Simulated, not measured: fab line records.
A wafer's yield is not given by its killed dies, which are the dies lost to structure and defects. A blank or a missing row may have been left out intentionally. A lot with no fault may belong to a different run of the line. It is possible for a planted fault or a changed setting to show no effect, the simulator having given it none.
Which tool was responsible? | flow sky130 | 39 wafers from 13 lots sampled at 5 of the route's 708 steps

== WHAT THE GAUGES SHOWED, per wafer ==
SKY_VT_ADJUST_NCORE_CD_MEAS_07: target cd 380 nm.
lot  | measured     | on        | cd nm (nm)
L772 | day 8 20:49  | cd sem-01 | 384.3 384.9 384.0
L773 | day 9 08:10  | cd sem-01 | 377.3 377.7 378.8
L776 | day 10 04:06 | cd sem-02 | 378.7 378.0 378.3
L777 | day 10 12:01 | cd sem-01 | 377.7 377.5 378.4
L778 | day 10 22:27 | cd sem-01 | 377.0 376.7 378.9
L779 | day 11 03:02 | cd sem-02 | 378.1 377.2 376.0
L780 | day 11 06:04 | cd sem-02 | 376.3 375.7 375.4
L782 | day 12 02:28 | cd sem-02 | 378.6 380.3 379.4
L783 | day 12 10:49 | cd sem-02 | 381.2 382.1 383.8
L791 | day 14 16:08 | cd sem-02 | 381.3 382.7 383.1
L792 | day 14 21:53 | cd sem-02 | 380.8 384.1 382.7
L793 | day 15 05:49 | cd sem-01 | 380.7 381.4 381.7
L794 | day 15 08:01 | cd sem-01 | 382.8 379.8 379.8

SKY_VT_ADJUST_HVTR_OVL_MEAS_08.
lot  | measured     | on         | VT_ADJUST_HVTR_OVL (nm)
L772 | day 9 20:02  | overlay-02 | -0.9 -1.8 -1.4
L773 | day 10 06:54 | overlay-02 | 1.2 1.6 -0.3
L776 | day 11 02:24 | overlay-01 | 0.0 -2.3 -3.0
L777 | day 11 11:13 | overlay-02 | 0.2 -0.6 0.1
L778 | day 11 22:28 | overlay-02 | 0.0 -1.1 1.0
L779 | day 12 02:41 | overlay-02 | -1.9 -3.6 -2.4
L780 | day 12 05:39 | overlay-02 | -5.0 -3.8 -3.9
L782 | day 13 03:47 | overlay-01 | 2.2 2.6 1.3
L783 | day 13 11:36 | overlay-01 | 0.7 1.3 1.4
L791 | day 15 19:11 | overlay-02 | -0.3 -0.1 -0.3
L792 | day 16 01:17 | overlay-02 | -0.1 -0.5 -2.5
L793 | day 16 08:53 | overlay-02 | -2.3 -1.5 -1.4
L794 | day 16 12:09 | overlay-01 | 1.0 -1.4 -0.6

SKY_VT_ADJUST_PCH_OVL_MEAS_07.
lot  | measured     | on         | VT_ADJUST_PCH_OVL (nm)
L772 | day 10 18:31 | overlay-02 | -1.7 -2.2 -2.9
L773 | day 11 05:20 | overlay-01 | -0.3 -0.2 0.3
L776 | day 12 02:10 | overlay-01 | -1.0 0.8 0.3
L777 | day 12 11:31 | overlay-01 | 0.3 -0.9 -1.1
L778 | day 12 22:52 | overlay-02 | -0.9 -0.4 -0.5
L779 | day 13 04:16 | overlay-02 | -1.8 -1.9 -0.2
L780 | day 13 07:16 | overlay-01 | 0.6 2.6 -0.1
L782 | day 14 05:54 | overlay-01 | 4.0 1.6 1.7
L783 | day 14 13:18 | overlay-01 | -0.3 1.7 -0.1
L791 | day 16 23:26 | overlay-01 | -0.6 -0.2 1.2
L792 | day 17 06:29 | overlay-01 | -1.6 0.4 -1.3
L793 | day 17 13:50 | overlay-01 | -1.7 0.2 0.7
L794 | day 17 17:14 | overlay-01 | 1.4 -0.8 0.9

SKY_VT_ADJUST_PCH_TW_MEAS_10.
lot  | measured     | on            | VT_ADJUST_PCH_TW
L772 | day 10 18:49 | film metro-01 | 144.7 144.7 143.7
L773 | day 11 05:37 | film metro-02 | 142.5 142.4 142.0
L776 | day 12 02:27 | film metro-02 | 143.7 143.6 142.8
L777 | day 12 11:48 | film metro-03 | 142.4 142.7 142.1
L778 | day 12 23:09 | film metro-01 | 145.4 144.3 144.0
L779 | day 13 04:34 | film metro-01 | 143.6 143.2 143.3
L780 | day 13 07:33 | film metro-01 | 143.3 143.3 143.4
L782 | day 14 06:11 | film metro-01 | 143.4 143.3 142.7
L783 | day 14 13:35 | film metro-01 | 143.4 143.1 143.7
L791 | day 16 23:43 | film metro-01 | 113.1 111.7 112.3
L792 | day 17 06:47 | film metro-03 | 110.1 109.6 110.0
L793 | day 17 14:08 | film metro-02 | 142.7 143.6 143.7
L794 | day 17 17:31 | film metro-02 | 143.2 142.6 143.4

== WHAT TOOL EACH LOT RAN ON (gives the tool, then ch and the chambers of the sampled wafers, and finally the start) ==
lot  | SKY_VT_ADJUST_PCH_IMPLANT_08
L772 | implanter-01 ch 0, day 10 18:37
L773 | implanter-02 ch 0, day 11 05:22
L776 | implanter-01 ch 0, day 12 02:12
L777 | implanter-01 ch 0, day 12 11:33
L778 | implanter-01 ch 0, day 12 22:54
L779 | implanter-01 ch 0, day 13 04:20
L780 | implanter-02 ch 0, day 13 07:18
L782 | implanter-04 ch 0, day 14 05:56
L783 | implanter-04 ch 0, day 14 13:20
L791 | implanter-01 ch 0, day 16 23:30
L792 | implanter-01 ch 0, day 17 06:32
L793 | implanter-02 ch 0, day 17 13:53
L794 | implanter-04 ch 0, day 17 17:16
- SKY_VT_ADJUST_PCH_IMPLANT_08

== WHAT THE TOOLS THEMSELVES READ (means of the sampled wafers that have a number; where no wafer has one, the mark that the record gives instead) ==
SKY_VT_ADJUST_PCH_IMPLANT_08.
lot  | tool         | dose ions cm2 | end station pressure torr (Torr) | faraday current uA
L772 | implanter-01 | 5.000e+11     | 4.89e-06                         | 2.80
L773 | implanter-02 | 4.993e+11     | 4.91e-06                         | 2.76
L776 | implanter-01 | 4.997e+11     | 5.18e-06                         | 2.87
L777 | implanter-01 | 5.000e+11     | 5.37e-06                         | 2.81
L778 | implanter-01 | 4.996e+11     | 5.03e-06                         | 2.85
L779 | implanter-01 | 4.998e+11     | 5.07e-06                         | 2.83
L780 | implanter-02 | 5.001e+11     | 5.13e-06                         | 2.84
L782 | implanter-04 | 4.996e+11     | 5.13e-06                         | 2.79
L783 | implanter-04 | 4.995e+11     | 5.00e-06                         | 2.86
L791 | implanter-01 | 1.788e+11     | 5.12e-06                         | 1.01
L792 | implanter-01 | 1.799e+11     | 5.22e-06                         | 1.00
L793 | implanter-02 | 4.998e+11     | 4.63e-06                         | 2.83
L794 | implanter-04 | 4.994e+11     | 5.06e-06                         | 2.84

== THE ANSWER, worked out from the rows above alone ==
Rule: usual is defined by the lots themselves. Put in order of their means at a reading, lots are off if they are a third of the lots or fewer, leave a main group of 4 or more, and stand apart from it by a gap of 3 or more times the standard deviation of the main group's means; of several such gaps the widest counts. A main group is skipped when, at the precision printed for the reading in the tables above, its means are all equal. A lot without any number at a reading at which 4 lots or more have one is off too. Where the step has rows for the other lots, those lots are counted as sound. First the gauges in route order, then the tools' own readings, where a lot's mean is used as printed above. At the first step where some lot is off, the reading lying furthest off is the one used; lots without a number count as furthest.
Off: at SKY_VT_ADJUST_PCH_TW_MEAS_10 (VT_ADJUST_PCH_TW), L791, L792. Main group: mean 143.3, sd 0.65.
A tool fits if, at a process step before that reading, it ran every lot that is off, and no sound lot after the first of them. Not tried: the gauges at SKY_VT_ADJUST_PCH_TW_MEAS_10; whatever is off there is also off at SKY_VT_ADJUST_PCH_IMPLANT_08, on other tools, and gauge error can't account for it. One candidate fits, namely implanter-01 at SKY_VT_ADJUST_PCH_IMPLANT_08. Its last sound lot is L779 (day 13 04:20), its first lot that is off L791 (day 16 23:30): a fault that began between those two fits.
The tool's own readings at SKY_VT_ADJUST_PCH_IMPLANT_08 bear it out: on the lots that are off they differ by more than 5 times the standard deviation of the sound lots' means. dose ions cm2 reads 1.794e+11 there against 4.997e+11 on the sound lots; faraday current uA reads 1.00 there against 2.83 on the sound lots.

== WHAT HAD BEEN PUT IN BY THE SIMULATOR ==
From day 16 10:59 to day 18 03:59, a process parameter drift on implanter-01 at SKY_VT_ADJUST_PCH_IMPLANT_08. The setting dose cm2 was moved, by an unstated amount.
Struck lots among those shown: L791, L792. This agrees with what the rule above found.
